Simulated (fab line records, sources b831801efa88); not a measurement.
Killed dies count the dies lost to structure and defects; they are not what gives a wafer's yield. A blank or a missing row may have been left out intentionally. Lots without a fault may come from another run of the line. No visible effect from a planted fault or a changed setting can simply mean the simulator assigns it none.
fab line records	flow sky130
record lots=13	wafers=39	last-day=52
route steps=708 shown FIELD_ISO@1 PWDE@52 PAD_OPEN@708
lots that met no fault: from a run of the same line without faults
start-h: start of the lot's first displayed wafer, in hours after the record's first day	wait-h: time in hours since the lot's previous step	" unchanged from the row above	L1.1+2: one row covering several wafers at once	- no value, or no start was given	* or withheld: withheld	< > ~ a bound
route shown NAME@n: NAME is a module with steps in the file, n the number in the route of the first one	usual: mean and standard deviation over wafers with no fault	same: alike in all rows	chamber/n: place in a boat	sites: per-site readings	_std_site: standard deviation across them	_edge_site: outer sites' mean less inner sites'	radius-mm: for every site, how far away it sits from the centre of the wafer	mask NAME#n: copy n	behind: the most recent tool/chamber to have shaped the wafer	hold: why the lot went on hold/how many hours it stayed there/how the hold came to an end	device: the n, p or np transistor that did not switch	end of line: the tests these same wafers got at the end of their route	step lacking rows: just its recipe	killed: the dies lost at the first sort to structure and to defects; this is not the yield of the wafer	map: a wafer's dies, marking killed ones x, the rest . and places with no die _
set.NAME: the setting as run; set.NAME@STEP: as run at that earlier step	model.NAME: the simulator's own value behind a step, which no gauge read
one table for each step of the route and one row for each wafer, over a sample of lots
services: from which hour (start-h, from the record's first day; less than 0 if before it) a tool's chamber was out of use, for how many hours, and why
## steps
# step SKY_FIELD_ISO_BOW_MEAS_00
# recipe mode=bow
# usual INCOMING_BOW=0/6.9
lot.wafer	tool	chamber	start-h	wait-h	INCOMING_BOW[um]
L701.1	film-metro-04	-	15.00	-	1
L701.3	"	-	"	"	2
L701.6	"	-	"	"	-5
L702.1	film-metro-04	-	20.00	-	0
L702.3	"	-	"	"	-10
L702.6	"	-	"	"	1
L708.2	film-metro-04	-	50.02	-	-1
L708.3	"	-	"	"	-2
L708.4	"	-	"	"	1
L709.2	film-metro-01	-	55.02	-	6
L709.4	"	-	"	"	2
L709.5	"	-	"	"	-3
L710.1	film-metro-03	-	60.00	-	-2
L710.3	"	-	"	"	8
L710.6	"	-	"	"	4
L712.2	film-metro-04	-	70.02	-	-1
L712.4	"	-	"	"	-8
L712.5	"	-	"	"	3
L713.1	film-metro-04	-	75.00	-	-2
L713.3	"	-	"	"	1
L713.4	"	-	"	"	-10
L715.1	film-metro-03	-	85.00	-	7
L715.2	"	-	"	"	4
L715.5	"	-	"	"	-8
L716.1	film-metro-04	-	90.00	-	0
L716.5	"	-	"	"	5
L716.6	"	-	"	"	4
L717.1	film-metro-03	-	95.00	-	0
L717.3	"	-	"	"	7
L717.6	"	-	"	"	2
L719.2	film-metro-01	-	105.02	-	7
L719.4	"	-	"	"	-1
L719.6	"	-	"	"	-4
L721.2	film-metro-03	-	115.02	-	-10
L721.3	"	-	"	"	8
L721.4	"	-	"	"	-5
L723.2	film-metro-01	-	125.02	-	-6
L723.3	"	-	"	"	15
L723.5	"	-	"	"	-3
# step SKY_FIELD_ISO_ETCH_15
# recipe chemistry=CHF3/O2	target-depth-nm=180	stop-on=Si	source-w=600	bias-w=200	pressure-mtorr=40	chf3-flow-sccm=50	O2_flow_sccm=5	time-s=72
# usual drypump-motor-current-A=5.8/0.7	oes-product-au=0.944/0.0068	throttle-valve-pct=8.844/0.01
lot.wafer	tool	chamber	start-h	wait-h	drypump-motor-current-A	oes-product-au	rf-hours-counter-h	throttle-valve-pct
L701.1	rie-diel-03	3	33.20	0.0	6.1	0.941	115	8.844
L701.3	"	2	"	"	4.8	0.936	150	8.824
L701.6	"	2	"	"	4.8	0.933	-	8.847
L702.1	rie-diel-02	1	38.78	0.0	5.2	0.937	87	8.841
L702.3	"	3	"	"	6.7	0.936	85	8.840
L702.6	"	0	"	"	6.6	0.937	-	8.850
L708.2	rie-diel-03	1	69.12	0.0	5.4	0.951	100	8.848
L708.3	"	3	"	"	6.1	0.939	116	8.836
L708.4	"	2	"	"	4.8	0.931	151	8.847
L709.2	rie-diel-04	0	74.72	0.0	6.4	0.949	91	8.852
L709.4	"	2	"	"	5.2	0.939	18	8.849
L709.5	"	0	"	"	6.4	0.946	-	8.841
L710.1	rie-diel-02	2	81.32	0.0	6.5	0.940	121	8.839
L710.3	"	1	"	"	5.2	0.934	88	8.835
L710.6	"	0	"	"	6.6	0.943	-	8.861
L712.2	rie-diel-03	2	92.20	0.0	4.7	0.942	151	8.856
L712.4	"	3	"	"	6.0	0.960	116	8.853
L712.5	"	0	"	"	4.8	0.946	-	8.849
L713.1	rie-diel-02	1	97.00	0.0	5.2	0.945	88	8.835
L713.3	"	0	"	"	6.6	0.949	93	8.830
L713.4	"	3	"	"	6.8	0.945	86	8.837
L715.1	rie-diel-03	0	106.75	0.0	4.8	0.941	11	8.856
L715.2	"	2	"	"	4.8	0.947	152	8.836
L715.5	"	1	"	"	5.4	0.940	-	8.847
L716.1	rie-diel-04	2	111.48	0.0	5.2	0.925	19	8.848
L716.5	"	2	"	"	5.2	0.934	-	8.842
L716.6	"	1	"	"	6.3	0.953	-	8.851
L717.1	rie-diel-03	2	115.32	0.0	4.7	0.947	152	8.831
L717.3	"	1	"	"	5.4	0.939	101	8.850
L717.6	"	2	"	"	4.8	0.955	-	8.856
L719.2	rie-diel-02	0	206.53	0.0	6.7	0.951	95	8.846
L719.4	"	1	"	"	5.2	0.947	90	8.845
L719.6	"	2	"	"	6.5	0.944	-	8.847
L723.2	rie-diel-04	3	206.92	0.0	5.8	0.947	3	8.846
L723.3	"	2	"	"	5.2	0.945	21	8.850
L723.5	"	0	"	"	6.4	0.944	-	8.827
L721.2	rie-diel-02	1	207.00	0.0	5.2	0.953	90	8.845
L721.3	"	3	"	"	6.7	0.948	88	8.838
L721.4	"	0	"	"	6.7	0.957	95	8.845
# step SKY_FIELD_ISO_CMP_27
# recipe stop-on=Si3N4	t-overpolish-s=16	down-force-psi=4	platen-rpm=60	target-thk-nm=457.8	pad-velocity-m-s=0.94248
# usual edge-zone-pressure-frac=1.000/0.005	head-pressure-psi=4.001/0.0086	motor-current-A=11.5/0.92	overpolish-run-s=15.999/0.009	retaining-ring-pressure-frac=1.000/0.0046	slurry-filter-dp-kPa=13.50/0.15	time-to-endpoint-s=115/5.2
lot.wafer	tool	chamber	start-h	wait-h	edge-zone-pressure-frac	head-pressure-psi	motor-current-A	overpolish-run-s	retaining-ring-pressure-frac	slurry-filter-dp-kPa	time-to-endpoint-s
L701.3	cmp-02	0	39.11	0.1	0.993	4.010	12.5	15.992	0.999	13.57	114
L701.1	"	1	"	"	1.004	4.000	10.6	15.983	1.000	13.48	117
L701.6	"	3	"	"	0.993	4.011	12.1	16.011	0.995	13.28	117
L702.1	cmp-02	2	42.87	0.1	0.998	4.000	13.3	15.998	0.995	13.59	113
L702.3	"	3	"	"	1.004	4.010	11.9	15.989	0.995	13.70	118
L702.6	"	1	"	"	1.008	4.009	10.8	15.998	0.991	13.76	119
L708.3	cmp-01	1	75.41	0.3	-	-	-	-	-	-	-
L708.2	"	2	"	"	-	-	-	-	-	-	-
L708.4	"	3	"	"	-	-	-	-	-	-	-
L709.2	cmp-01	3	80.79	0.1	-	-	-	-	-	-	-
L709.4	"	1	"	"	-	-	-	-	-	-	-
L709.5	"	3	"	"	-	-	-	-	-	-	-
L710.1	cmp-02	2	85.66	0.1	-	-	-	-	-	-	-
L710.3	"	3	"	"	-	-	-	-	-	-	-
L710.6	"	1	"	"	-	-	-	-	-	-	-
L712.4	cmp-01	1	95.68	0.1	1.003	4.006	12.1	16.000	1.003	13.39	113
L712.2	"	2	"	"	0.994	4.005	11.1	16.004	1.001	13.44	117
L712.5	"	3	"	"	0.998	3.999	12.4	15.998	0.994	13.39	112
L713.4	cmp-01	3	101.95	0.0	0.997	4.005	11.6	15.996	0.997	13.54	111
L713.3	"	0	"	"	1.000	4.007	9.7	15.989	1.004	13.48	119
L713.1	"	2	"	"	1.003	3.983	11.2	16.004	1.003	13.51	115
L715.1	cmp-01	1	111.68	0.0	0.995	3.997	12.4	15.999	0.999	13.57	111
L715.2	"	0	"	"	0.999	4.005	10.2	16.006	1.003	13.33	115
L715.5	"	2	"	"	0.998	3.976	10.7	16.016	0.997	13.64	115
L716.1	cmp-01	1	116.11	0.1	0.996	3.992	12.4	15.992	0.995	13.52	118
L716.6	"	3	"	"	0.994	4.006	12.6	16.005	0.994	13.49	112
L716.5	"	0	"	"	0.998	4.011	10.1	15.986	1.004	13.72	121
L717.1	cmp-02	3	120.13	0.0	1.005	3.996	11.6	15.990	0.999	13.59	105
L717.3	"	2	"	"	0.998	3.998	13.3	15.995	1.006	13.37	105
L717.6	"	3	"	"	1.001	3.994	11.6	16.006	1.002	13.27	103
L719.4	cmp-01	1	218.80	0.1	0.990	3.999	12.0	16.017	1.009	13.48	120
L719.2	"	3	"	"	1.002	3.981	12.8	16.005	1.006	13.42	119
L719.6	"	0	"	"	1.001	3.993	9.5	15.998	1.002	13.49	122
L723.3	cmp-01	1	219.65	0.9	1.000	3.994	12.5	15.997	0.998	13.83	122
L723.2	"	0	"	"	0.994	4.004	10.5	16.007	0.997	13.69	122
L723.5	"	2	"	"	0.998	3.993	10.8	15.983	0.999	13.72	124
L721.3	cmp-01	3	220.00	1.2	0.998	4.013	12.5	15.994	1.004	13.59	112
L721.4	"	0	"	"	1.006	3.990	10.3	16.000	1.002	13.83	119
L721.2	"	1	"	"	1.003	4.005	12.0	16.003	0.995	13.46	118
# step SKY_PWDE_OVL_MEAS_07
# usual PWDE_OVL=-1.7/1.8
lot.wafer	tool	chamber	start-h	wait-h	PWDE_OVL[nm]
L701.1	overlay-02	-	72.54	-	3.2
L701.3	"	-	"	"	0.9
L701.6	"	-	"	"	3.2
L702.1	overlay-02	-	78.64	-	-2.7
L702.3	"	-	"	"	-3.5
L702.6	"	-	"	"	-3.2
L712.2	overlay-01	-	130.66	-	-1.7
L712.4	"	-	"	"	0.1
L712.5	"	-	"	"	-1.3
L713.1	overlay-02	-	137.14	-	-3.6
L713.3	"	-	"	"	-1.3
L713.4	"	-	"	"	-1.7
L715.1	overlay-02	-	144.81	-	-0.3
L715.2	"	-	"	"	-1.4
L715.5	"	-	"	"	-3.6
L716.1	overlay-01	-	148.69	-	-1.4
L716.5	"	-	"	"	-3.3
L716.6	"	-	"	"	-2.8
L717.1	overlay-02	-	151.59	-	-1.8
L717.3	"	-	"	"	-1.8
L717.6	"	-	"	"	-3.2
L719.2	overlay-02	-	268.64	-	-1.3
L719.4	"	-	"	"	-0.7
L719.6	"	-	"	"	-0.7
L721.2	overlay-01	-	270.19	-	-0.7
L721.3	"	-	"	"	-0.5
L721.4	"	-	"	"	-2.9
L723.2	overlay-02	-	271.19	-	-2.1
L723.3	"	-	"	"	-3.2
L723.5	"	-	"	"	-1.2
# step SKY_PAD_OPEN_PROBE_99
# usual killed_at_M0_to_M3=43/7	killed_at_M4_up=2.7/1.6	killed-at-contacts=24/5.3	killed-at-front-end=16/4.6	killed-at-other=0.3/0.53	killed-dies=86/9.3	killed-on-rim=17/4	killed-open=47/6.9	killed-short=38/6.1
# same gross-dies=492	killed-at-back-side=0
lot.wafer	tool	chamber	start-h	wait-h	killed_at_M0_to_M3	killed_at_M4_up	killed-at-contacts	killed-at-front-end	killed-at-other	killed-dies	killed-on-rim	killed-open	killed-short
L701.1	prober-01	-	1040.51	0.1	35	7	24	27	0	93	18	46	46
L701.3	prober-01	-	1040.61	0.2	40	0	24	22	0	86	17	39	46
L701.6	prober-01	-	1040.76	0.2	46	3	20	11	0	80	14	40	40
L702.1	prober-01	-	1042.01	0.1	39	2	25	15	0	81	14	49	32
L702.3	prober-01	-	1042.11	0.2	40	5	25	19	0	89	17	46	43
L702.6	prober-01	-	1042.26	0.2	39	0	22	8	0	69	16	46	23
L708.2	prober-01	-	1077.31	0.1	47	2	24	419	0	492	96	53	33
L708.3	prober-01	-	1077.36	0.2	47	2	24	419	0	492	96	44	41
L708.4	prober-01	-	1077.41	0.2	54	3	21	414	0	492	96	43	47
L710.1	prober-02	-	1078.81	0.1	49	2	32	408	1	492	96	53	42
L710.3	prober-02	-	1078.91	0.2	42	1	25	424	0	492	96	52	29
L710.6	prober-02	-	1079.06	0.2	44	4	22	421	1	492	96	42	44
L709.2	prober-01	-	1080.36	0.1	49	3	18	422	0	492	96	61	36
L709.4	prober-01	-	1080.46	0.2	45	2	31	414	0	492	96	51	43
L709.5	prober-01	-	1080.51	0.2	42	3	35	412	0	492	96	56	53
L712.2	prober-01	-	1090.36	0.1	32	1	23	12	0	68	9	40	28
L712.4	prober-01	-	1090.46	0.2	34	3	33	15	0	85	11	50	35
L712.5	prober-01	-	1090.51	0.2	36	3	27	16	0	82	15	42	40
L713.1	prober-02	-	1097.70	0.1	42	4	10	20	0	76	15	38	38
L713.3	prober-02	-	1097.80	0.2	49	5	20	15	0	89	11	49	40
L713.4	prober-02	-	1097.85	0.2	40	4	18	14	1	77	15	42	35
L715.1	prober-02	-	1103.86	0.1	40	2	25	14	0	81	7	45	36
L715.2	prober-02	-	1103.91	0.1	41	2	24	20	0	87	21	45	42
L715.5	prober-02	-	1104.06	0.2	45	2	27	9	1	84	17	47	37
L716.1	prober-01	-	1113.46	0.1	47	3	29	17	1	97	22	53	44
L716.5	prober-01	-	1113.66	0.2	38	4	26	9	0	77	19	41	34
L716.6	prober-01	-	1113.71	0.2	41	3	18	8	0	70	10	34	36
L717.1	prober-02	-	1116.71	0.1	50	5	29	11	0	95	14	55	40
L717.3	prober-02	-	1116.81	0.2	50	2	20	18	0	90	12	61	29
L717.6	prober-02	-	1116.96	0.2	49	4	27	18	0	98	19	55	42
L719.2	prober-02	-	1241.31	0.1	41	2	19	13	0	75	18	45	30
L719.4	prober-02	-	1241.41	0.2	39	1	30	13	1	84	26	47	34
L719.6	prober-02	-	1241.51	0.2	48	1	19	17	2	87	16	47	38
L721.2	prober-02	-	1242.81	0.1	24	1	23	8	1	57	12	32	24
L721.3	prober-02	-	1242.86	0.2	30	2	26	17	0	75	15	43	32
L721.4	prober-02	-	1242.91	0.2	52	1	21	11	1	86	20	48	38
L723.2	prober-02	-	1243.11	0.4	44	7	29	20	1	101	20	49	52
L723.3	prober-02	-	1243.16	0.5	50	1	25	18	0	94	11	51	43
L723.5	prober-02	-	1243.26	0.5	31	1	33	18	0	83	22	44	39
# killed by level:class
L701.1 LI_CONTACT:geometric-particle:open=8 POLY_GATE:geometric-particle:short=7 FIELD_ISO:geometric-particle:short=6 POLY_GATE:geometric-particle:open=6 VIA3:geometric-particle:open=6 VIA2:geometric-particle:open=5 LOCAL_INTERCONNECT:geometric-particle:short=5 METAL4:geometric-particle:short=5
L701.3 METAL2:geometric-particle:short=10 VIA1:geometric-particle:open=9 FIELD_ISO:geometric-particle:short=8 CONTACT:geometric-particle:open=8 LI_CONTACT:geometric-particle:open=6 LOCAL_INTERCONNECT:geometric-particle:short=6 VIA3:geometric-particle:open=5 VIA2:geometric-particle:short=5
L701.6 METAL2:geometric-particle:short=10 POLY_GATE:geometric-particle:open=7 VIA1:geometric-particle:open=6 CONTACT:geometric-particle:open=6 VIA3:geometric-particle:open=6 METAL1:geometric-particle:open=5 LI_CONTACT:geometric-particle:short=4 LI_CONTACT:geometric-particle:open=4
L702.1 CONTACT:geometric-particle:open=11 VIA1:geometric-particle:open=9 LI_CONTACT:geometric-particle:open=9 VIA3:geometric-particle:open=7 METAL1:geometric-particle:short=6 POLY_GATE:geometric-particle:short=5 METAL2:geometric-particle:short=5 VIA1:geometric-particle:short=4
L702.3 CONTACT:geometric-particle:open=12 VIA1:geometric-particle:short=10 VIA1:geometric-particle:open=8 LI_CONTACT:geometric-particle:open=6 VIA3:geometric-particle:open=6 METAL4:geometric-particle:short=5 POLY_GATE:geometric-particle:short=5 FIELD_ISO:geometric-particle:open=4
L702.6 VIA1:geometric-particle:open=12 CONTACT:geometric-particle:open=9 LI_CONTACT:geometric-particle:open=8 VIA1:geometric-particle:short=5 VIA3:geometric-particle:open=5 LI_CONTACT:geometric-particle:short=4 FIELD_ISO:geometric-particle:open=3 METAL2:geometric-particle:short=3
L708.2 FIELD_ISO:area-cmp=406 VIA1:geometric-particle:open=17 CONTACT:geometric-particle:open=9 CONTACT:geometric-particle:short=6 LI_CONTACT:geometric-particle:open=5 VIA2:geometric-particle:open=5 VIA1:geometric-particle:short=5 METAL2:geometric-particle:short=5
L708.3 FIELD_ISO:area-cmp=407 VIA1:geometric-particle:open=10 VIA3:geometric-particle:open=8 CONTACT:geometric-particle:short=6 VIA2:geometric-particle:open=6 LI_CONTACT:geometric-particle:open=5 CONTACT:geometric-particle:open=5 METAL1:geometric-particle:short=5
L708.4 FIELD_ISO:area-cmp=402 VIA1:geometric-particle:open=9 METAL1:geometric-particle:short=9 CONTACT:geometric-particle:open=8 VIA3:geometric-particle:open=8 VIA2:geometric-particle:open=7 VIA3:geometric-particle:short=6 LOCAL_INTERCONNECT:geometric-particle:short=5
L710.1 FIELD_ISO:area-cmp=397 LI_CONTACT:geometric-particle:open=12 CONTACT:geometric-particle:open=11 VIA1:geometric-particle:open=10 METAL1:geometric-particle:short=8 VIA3:geometric-particle:open=8 METAL2:geometric-particle:short=7 VIA2:geometric-particle:short=6
L710.3 FIELD_ISO:area-cmp=411 CONTACT:geometric-particle:open=13 VIA1:geometric-particle:open=13 LI_CONTACT:geometric-particle:open=6 VIA3:geometric-particle:open=5 FIELD_ISO:geometric-particle:short=4 METAL1:geometric-particle:open=4 METAL2:geometric-particle:short=4
L710.6 FIELD_ISO:area-cmp=406 METAL2:geometric-particle:short=7 VIA2:geometric-particle:open=7 CONTACT:geometric-particle:short=6 LI_CONTACT:geometric-particle:open=6 LOCAL_INTERCONNECT:geometric-particle:short=6 METAL1:geometric-particle:short=6 VIA1:geometric-particle:open=6
L709.2 FIELD_ISO:area-cmp=395 VIA1:geometric-particle:open=14 FIELD_ISO:geometric-particle:open=7 LI_CONTACT:geometric-particle:open=6 CONTACT:geometric-particle:open=6 VIA2:geometric-particle:open=6 VIA3:geometric-particle:open=6 FIELD_ISO:geometric-particle:short=4
L709.4 FIELD_ISO:area-cmp=398 VIA1:geometric-particle:open=14 CONTACT:geometric-particle:open=10 LI_CONTACT:geometric-particle:open=8 VIA3:geometric-particle:open=7 VIA1:geometric-particle:short=6 LI_CONTACT:geometric-particle:short=5 METAL2:geometric-particle:short=5
L709.5 FIELD_ISO:area-cmp=383 VIA1:geometric-particle:open=11 CONTACT:geometric-particle:open=10 POLY_GATE:geometric-particle:short=9 POLY_GATE:geometric-particle:open=8 LOCAL_INTERCONNECT:geometric-particle:short=8 VIA2:geometric-particle:open=7 VIA3:geometric-particle:open=6
L712.2 LI_CONTACT:geometric-particle:open=8 CONTACT:geometric-particle:open=7 METAL1:geometric-particle:short=7 FIELD_ISO:geometric-particle:open=5 VIA1:geometric-particle:open=5 VIA3:geometric-particle:open=5 POLY_GATE:geometric-particle:short=4 LOCAL_INTERCONNECT:geometric-particle:short=4
L712.4 CONTACT:geometric-particle:open=12 LI_CONTACT:geometric-particle:open=11 METAL1:geometric-particle:short=6 VIA3:geometric-particle:open=6 FIELD_ISO:geometric-particle:short=5 POLY_GATE:geometric-particle:short=4 VIA2:geometric-particle:open=4 CONTACT:geometric-particle:short=4
L712.5 CONTACT:geometric-particle:short=9 CONTACT:geometric-particle:open=9 VIA1:geometric-particle:open=8 METAL2:geometric-particle:short=5 POLY_GATE:geometric-particle:short=4 POLY_GATE:geometric-particle:open=4 SPACER:geometric-particle:open=4 METAL1:geometric-particle:open=4
L713.1 FIELD_ISO:geometric-particle:short=8 METAL1:geometric-particle:short=8 VIA3:geometric-particle:open=8 VIA1:geometric-particle:open=8 VIA2:geometric-particle:open=7 POLY_GATE:geometric-particle:short=4 POLY_GATE:geometric-particle:open=4 LI_CONTACT:geometric-particle:open=4
L713.3 VIA1:geometric-particle:open=12 VIA3:geometric-particle:open=11 CONTACT:geometric-particle:open=7 FIELD_ISO:geometric-particle:short=6 VIA2:geometric-particle:open=6 FIELD_ISO:geometric-particle:open=5 CONTACT:geometric-particle:short=5 METAL1:geometric-particle:short=5
L713.4 VIA1:geometric-particle:open=11 VIA3:geometric-particle:open=7 LI_CONTACT:geometric-particle:open=5 CONTACT:geometric-particle:open=5 VIA1:geometric-particle:short=5 VIA2:geometric-particle:open=5 FIELD_ISO:geometric-particle:short=4 POLY_GATE:geometric-particle:open=4
L715.1 CONTACT:geometric-particle:open=11 LI_CONTACT:geometric-particle:open=7 VIA1:geometric-particle:open=7 METAL2:geometric-particle:short=7 VIA2:geometric-particle:open=7 VIA3:geometric-particle:open=6 POLY_GATE:geometric-particle:short=5 VIA3:geometric-particle:short=4
L715.2 VIA1:geometric-particle:open=12 FIELD_ISO:geometric-particle:short=6 POLY_GATE:geometric-particle:short=6 LI_CONTACT:geometric-particle:open=6 METAL2:geometric-particle:short=6 VIA3:geometric-particle:open=6 CONTACT:geometric-particle:short=5 CONTACT:geometric-particle:open=5
L715.5 CONTACT:geometric-particle:open=9 VIA1:geometric-particle:open=9 VIA2:geometric-particle:open=6 LOCAL_INTERCONNECT:geometric-particle:short=6 METAL1:geometric-particle:short=6 LI_CONTACT:geometric-particle:open=5 FIELD_ISO:geometric-particle:open=4 CONTACT:geometric-particle:short=4
L716.1 CONTACT:geometric-particle:open=11 VIA3:geometric-particle:open=9 LI_CONTACT:geometric-particle:open=7 METAL2:geometric-particle:short=7 VIA2:geometric-particle:open=7 FIELD_ISO:geometric-particle:short=6 VIA1:geometric-particle:open=6 CONTACT:geometric-particle:short=5
L716.5 LI_CONTACT:geometric-particle:open=7 VIA1:geometric-particle:open=6 CONTACT:geometric-particle:open=6 CONTACT:geometric-particle:short=6 VIA1:geometric-particle:short=6 VIA2:geometric-particle:open=6 METAL3:geometric-particle:short=5 VIA3:geometric-particle:short=4
L716.6 METAL2:geometric-particle:short=10 CONTACT:geometric-particle:open=9 VIA1:geometric-particle:open=7 VIA2:geometric-particle:open=7 POLY_GATE:geometric-particle:short=4 LI_CONTACT:geometric-particle:open=4 METAL1:geometric-particle:short=4 FIELD_ISO:geometric-particle:short=3
L717.1 VIA1:geometric-particle:open=12 CONTACT:geometric-particle:open=10 LI_CONTACT:geometric-particle:open=9 VIA2:geometric-particle:open=9 VIA3:geometric-particle:short=5 CONTACT:geometric-particle:short=5 METAL2:geometric-particle:short=5 VIA3:geometric-particle:open=4
L717.3 VIA1:geometric-particle:open=15 VIA2:geometric-particle:open=9 CONTACT:geometric-particle:open=8 LI_CONTACT:geometric-particle:open=7 VIA3:geometric-particle:open=6 FIELD_ISO:geometric-particle:short=5 POLY_GATE:geometric-particle:open=4 LOCAL_INTERCONNECT:geometric-particle:short=4
L717.6 VIA1:geometric-particle:open=14 CONTACT:geometric-particle:open=9 LI_CONTACT:geometric-particle:open=8 FIELD_ISO:geometric-particle:open=7 VIA1:geometric-particle:short=7 VIA2:geometric-particle:open=6 VIA3:geometric-particle:open=6 FIELD_ISO:geometric-particle:short=5
L719.2 VIA1:geometric-particle:open=10 VIA3:geometric-particle:open=7 LI_CONTACT:geometric-particle:open=6 CONTACT:geometric-particle:open=6 METAL1:geometric-particle:short=6 FIELD_ISO:geometric-particle:open=5 VIA2:geometric-particle:open=5 FIELD_ISO:geometric-particle:short=3
L719.4 LI_CONTACT:geometric-particle:open=16 VIA3:geometric-particle:open=13 VIA1:geometric-particle:open=6 CONTACT:geometric-particle:open=4 LI_CONTACT:geometric-particle:short=4 LOCAL_INTERCONNECT:geometric-particle:short=4 POLY_CUT:geometric-particle:short=3 VIA2:geometric-particle:short=3
L719.6 VIA3:geometric-particle:open=17 VIA1:geometric-particle:open=8 CONTACT:geometric-particle:open=7 VIA1:geometric-particle:short=6 METAL1:geometric-particle:short=5 FIELD_ISO:geometric-particle:short=4 FIELD_ISO:geometric-particle:open=4 LI_CONTACT:geometric-particle:open=4
L721.2 CONTACT:geometric-particle:open=9 VIA1:geometric-particle:open=7 LI_CONTACT:geometric-particle:open=5 VIA1:geometric-particle:short=5 POLY_GATE:geometric-particle:open=4 LOCAL_INTERCONNECT:geometric-particle:short=4 METAL2:geometric-particle:short=4 FIELD_ISO:geometric-particle:open=3
L721.3 LI_CONTACT:geometric-particle:open=12 METAL1:geometric-particle:short=8 FIELD_ISO:geometric-particle:open=6 CONTACT:geometric-particle:open=6 VIA1:geometric-particle:open=5 POLY_GATE:geometric-particle:short=4 VIA2:geometric-particle:open=4 FIELD_ISO:geometric-particle:short=3
L721.4 METAL2:geometric-particle:short=10 VIA1:geometric-particle:open=10 VIA3:geometric-particle:open=7 VIA2:geometric-particle:open=6 METAL1:geometric-particle:short=6 LI_CONTACT:geometric-particle:open=4 LI_CONTACT:geometric-particle:short=4 CONTACT:geometric-particle:open=4
L723.2 LI_CONTACT:geometric-particle:open=10 METAL1:geometric-particle:short=8 POLY_GATE:geometric-particle:open=7 CONTACT:geometric-particle:open=7 VIA2:geometric-particle:open=7 FIELD_ISO:geometric-particle:short=6 LOCAL_INTERCONNECT:geometric-particle:short=6 CONTACT:geometric-particle:short=5
L723.3 VIA2:geometric-particle:open=12 VIA1:geometric-particle:open=10 LI_CONTACT:geometric-particle:open=9 METAL2:geometric-particle:short=9 POLY_GATE:geometric-particle:short=5 CONTACT:geometric-particle:open=5 FIELD_ISO:geometric-particle:open=4 POLY_GATE:geometric-particle:open=4
L723.5 CONTACT:geometric-particle:open=11 LI_CONTACT:geometric-particle:open=9 METAL1:geometric-particle:short=7 VIA1:geometric-particle:open=6 FIELD_ISO:geometric-particle:short=5 LI_CONTACT:geometric-particle:short=5 FIELD_ISO:geometric-particle:open=4 METAL2:geometric-particle:short=4
## services
tool	chamber	start-h	hours	kind
rie-diel-03	1	11.94	14.5	repair
rie-diel-03	0	21.13	25.7	repair
rie-diel-04	3	24.04	3.5	repair
rie-diel-04	3	31.21	10.6	repair
rie-diel-04	-	31.97	2.6	repair
rie-diel-02	2	38.38	8.5	repair
rie-diel-02	1	41.01	4.3	repair
cmp-01	-	53.90	3.4	repair
cmp-02	-	61.35	1.2	repair
cmp-02	-	64.00	4.0	pm
cmp-02	-	68.00	13.2	pm
rie-diel-03	1	70.32	6.2	repair
rie-diel-03	-	78.03	0.2	repair
cmp-02	-	104.29	3.7	repair
rie-diel-03	3	106.68	5.6	repair
cmp-02	-	114.27	0.8	repair
rie-diel-02	-	131.37	1.1	repair
cmp-02	-	161.56	1.9	pm
rie-diel-03	2	169.95	-	clean
rie-diel-04	3	171.70	22.0	repair
rie-diel-04	1	179.71	4.7	repair
rie-diel-03	-	180.99	62.4	repair
rie-diel-03	1	202.57	14.9	repair
cmp-02	-	215.43	12.5	repair
## key
first-sign step=SKY_FIELD_ISO_CMP_27	reading=tool-record	direction=missing
effect step=SKY_PAD_OPEN_PROBE_99	reading=killed-at-front-end	direction=up	sigmas=87	usual=16	struck=417
more-kills-born-at SKY_FIELD_ISO_CMP_27@cmp-01=2391	SKY_FIELD_ISO_CMP_27@cmp-02=1214
met-at SKY_FIELD_ISO_CMP_27
struck-lots L708,L709,L710
later-rows-left-out L708.2,L708.3,L708.4,L709.2,L709.4,L709.5,L710.1,L710.3,L710.6
tester-left-out L708,L709,L710
not-acting-at SKY_FIELD_ISO_BOW_MEAS_00,SKY_FIELD_ISO_ETCH_15,SKY_PWDE_OVL_MEAS_07
onset-between 42.87 75.41
fault kind=skipped-step-whole	tool=cmp-01,cmp-02	chamber=-	onset-h=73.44	steps=SKY_FIELD_ISO_CMP_27	scope=struck-lots-only
# tester-left-out: of these lots the tester's yield and bins aren't shown, on N5 and GAA mostly nor the transistor test; their killed dies are dies lost to structure and defects alone, not to doping, threshold or leakage, so they don't give the yield
# later-rows-left-out: the simulator's readings of these wafers behind a module that went badly wrong aren't trusted and aren't shown, but for the sort
